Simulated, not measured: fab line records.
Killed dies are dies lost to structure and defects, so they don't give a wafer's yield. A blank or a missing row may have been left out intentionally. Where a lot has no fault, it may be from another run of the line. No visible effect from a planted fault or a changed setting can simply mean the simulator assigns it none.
Matching of chambers :: flow sky130 :: SKY_VIA3_CMP_24 on cmp-02: 4 sister chambers
The step polishes, stops on SiO2, t overpolish 20 s, target thk 0 nm. 4 wafers are shown with their chamber, then 7 later ones without.

== WAFERS WITH THEIR CHAMBER ==
wafer: L108.1
chamber: 0
motorCurrentA (A): 10.0

wafer: L117.6
chamber: 2
motorCurrentA (A): 11.2

wafer: L122.1
chamber: 1
motorCurrentA (A): 11.9

wafer: L122.2
chamber: 3
motorCurrentA (A): 10.9

== WAFERS MISSING THEIR CHAMBER ==
wafer: L122.4
motorCurrentA (A): 9.6

wafer: L123.4
motorCurrentA (A): 11.0

wafer: L123.5
motorCurrentA (A): 11.6

wafer: L123.6
motorCurrentA (A): 10.1

wafer: L125.1
motorCurrentA (A): 11.6

wafer: L125.4
motorCurrentA (A): 11.4

wafer: L125.5
motorCurrentA (A): 10.4

== THE CHAMBER EACH PASSED THROUGH ==
wafer: L122.4
from the rows above: 0
in truth: 0

wafer: L123.4
from the rows above: can't be placed: 3 or 2
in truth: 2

wafer: L123.5
from the rows above: can't be placed: 1 or 2 or 3
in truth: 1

wafer: L123.6
from the rows above: 0
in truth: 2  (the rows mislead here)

wafer: L125.1
from the rows above: can't be placed: 1 or 2 or 3
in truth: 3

wafer: L125.4
from the rows above: can't be placed: 2 or 1 or 3
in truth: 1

wafer: L125.5
from the rows above: can't be placed: 0 or 3 or 2
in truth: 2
Placed correctly: 1 of 7. These rows do not allow placing 5 (true chamber among the candidates in 5). Placed wrongly: 1.
How it was worked out, from the rows above alone: a wafer's distance from a chamber is the root of the sum, over the readings, of the square of ((its reading less the chamber's mean) divided by the reading's scatter). The wafer belongs to the nearest chamber; if the next one is less than 2 further off, it can't be placed. A chamber's mean is the mean of its shown wafers. The scatter: with one shown wafer a chamber, the root of the mean of the squares of how far each hidden wafer lies from its nearest shown one.
